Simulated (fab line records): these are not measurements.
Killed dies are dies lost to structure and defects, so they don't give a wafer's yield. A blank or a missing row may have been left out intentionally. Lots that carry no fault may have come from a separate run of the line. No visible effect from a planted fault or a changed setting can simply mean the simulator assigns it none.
Which tool did it? :: flow gf180mcu :: 33 wafers from 11 lots sampled at 4 of the route's 602 steps

WHAT THE GAUGES SHOWED, per wafer
GF_VT_IMPLANT_RS_MEAS_48: measures by four-point-probe.
lot: L745
measured: day 8 01:25
on: film-metro-04
LVPWELL_RS (ohm/sq): 1199 1196 1199

lot: L746
measured: day 8 07:54
on: film-metro-01
LVPWELL_RS (ohm/sq): 1201 1192 1199

lot: L747
measured: day 8 15:32
on: film-metro-03
LVPWELL_RS (ohm/sq): 1164 1160 1158 1163 1161 1156

lot: L749
measured: day 9 05:54
on: film-metro-01
LVPWELL_RS (ohm/sq): 1155 1156 1158 1159 1157 1155

lot: L756
measured: day 11 03:49
on: film-metro-04
LVPWELL_RS (ohm/sq): 1204 1203 1203

lot: L757
measured: day 11 13:01
on: film-metro-04
LVPWELL_RS (ohm/sq): 1193 1198 1194

lot: L760
measured: day 12 05:30
on: film-metro-04
LVPWELL_RS (ohm/sq): 1199 1198 1198

lot: L762
measured: day 13 00:59
on: film-metro-01
LVPWELL_RS (ohm/sq): 1193 1193 1194

lot: L763
measured: day 13 04:55
on: film-metro-03
LVPWELL_RS (ohm/sq): 1192 1192 1191

lot: L764
measured: day 13 13:27
on: film-metro-01
LVPWELL_RS (ohm/sq): 1197 1194 1190

lot: L765
measured: day 13 20:10
on: film-metro-03
LVPWELL_RS (ohm/sq): 1196 1193 1192

WHICH TOOL RAN EACH LOT (tool, then ch and the chambers of the sampled wafers, then the start)
lot: L745
GF_STI_CMP_25: cmp-02 ch 2,3, day 2 13:23
GF_DNWELL_STRIP_08: plasma-asher-04 ch 0,1, day 3 04:22
GF_LVPWELL_IMPLANT_09: implanter-01 ch 0, day 4 07:43

lot: L746
GF_STI_CMP_25: cmp-02 ch 1,2,3, day 2 19:02
GF_DNWELL_STRIP_08: plasma-asher-04 ch 0,1, day 3 10:31
GF_LVPWELL_IMPLANT_09: implanter-01 ch 0, day 4 13:56

lot: L747
GF_STI_CMP_25: cmp-02 ch 0,1,3, day 3 00:21
GF_DNWELL_STRIP_08: plasma-asher-04 ch 0, day 3 15:37
GF_LVPWELL_IMPLANT_09: implanter-01 ch 0, day 4 19:01

lot: L749
GF_STI_CMP_25: cmp-02 ch 0,1,3, day 3 11:11
GF_DNWELL_STRIP_08: plasma-asher-04 ch 0,1, day 4 02:10
GF_LVPWELL_IMPLANT_09: implanter-01 ch 0, day 5 06:06

lot: L756
GF_STI_CMP_25: cmp-02 ch 0,2,3, day 4 22:16
GF_DNWELL_STRIP_08: plasma-asher-04 ch 0, day 5 14:44
GF_LVPWELL_IMPLANT_09: implanter-03 ch 0, day 6 20:38

lot: L757
GF_STI_CMP_25: cmp-01 ch 0,1,2, day 5 04:41
GF_DNWELL_STRIP_08: plasma-asher-04 ch 0,1, day 5 21:31
GF_LVPWELL_IMPLANT_09: implanter-03 ch 0, day 7 04:02

lot: L760
GF_STI_CMP_25: cmp-01 ch 0,1,3, day 5 17:59
GF_DNWELL_STRIP_08: plasma-asher-04 ch 0,1, day 6 10:58
GF_LVPWELL_IMPLANT_09: implanter-02 ch 0, day 7 18:46

lot: L762
GF_STI_CMP_25: cmp-01 ch 0,1,3, day 6 07:26
GF_DNWELL_STRIP_08: plasma-asher-04 ch 0,1, day 7 01:47
GF_LVPWELL_IMPLANT_09: implanter-03 ch 0, day 8 10:31

lot: L763
GF_STI_CMP_25: cmp-02 ch 0,3, day 6 11:16
GF_DNWELL_STRIP_08: plasma-asher-04 ch 0,1, day 7 05:15
GF_LVPWELL_IMPLANT_09: implanter-02 ch 0, day 8 13:50

lot: L764
GF_STI_CMP_25: cmp-01 ch 1,2,3, day 6 17:35
GF_DNWELL_STRIP_08: plasma-asher-04 ch 0,1, day 7 12:16
GF_LVPWELL_IMPLANT_09: implanter-01 ch 0, day 8 21:11

lot: L765
GF_STI_CMP_25: cmp-01 ch 2,3, day 6 23:37
GF_DNWELL_STRIP_08: plasma-asher-01 ch 1, day 7 17:16
GF_LVPWELL_IMPLANT_09: implanter-02 ch 0, day 9 03:37
- GF_STI_CMP_25: polishes, stops on Si3N4, t overpolish 33 s, target thk 524.6 nm.
- GF_DNWELL_STRIP_08: strips in O2/N2.
- GF_LVPWELL_IMPLANT_09

THE ANSWER, worked out from the rows above alone
Rule: the lots themselves supply what counts as usual. The widest of any qualifying gaps counts: lots, ordered by their means at a reading, are off when they make up no more than a third of the lots, leave a main group of 4 or more, and stand apart from it by 3 or more times the standard deviation of that group's means. The tables above print the reading to a certain number of digits; a main group whose means all agree to those digits is not used. Also off: a lot with no number at a reading for which 4 or more lots have one. Any other lot the step has rows for is counted as sound.
Off: L747, L749, at GF_VT_IMPLANT_RS_MEAS_48 (LVPWELL_RS). The main group: mean 1196 ohm/sq, standard deviation 3.4.
A tool fits if, at a process step before that reading, it ran every lot that is off, and no sound lot after the first of them. Those tools and the gauges at GF_VT_IMPLANT_RS_MEAS_48 are tried in the same way. No candidate that was tried fits.

WHAT THE SIMULATOR HAD INSERTED
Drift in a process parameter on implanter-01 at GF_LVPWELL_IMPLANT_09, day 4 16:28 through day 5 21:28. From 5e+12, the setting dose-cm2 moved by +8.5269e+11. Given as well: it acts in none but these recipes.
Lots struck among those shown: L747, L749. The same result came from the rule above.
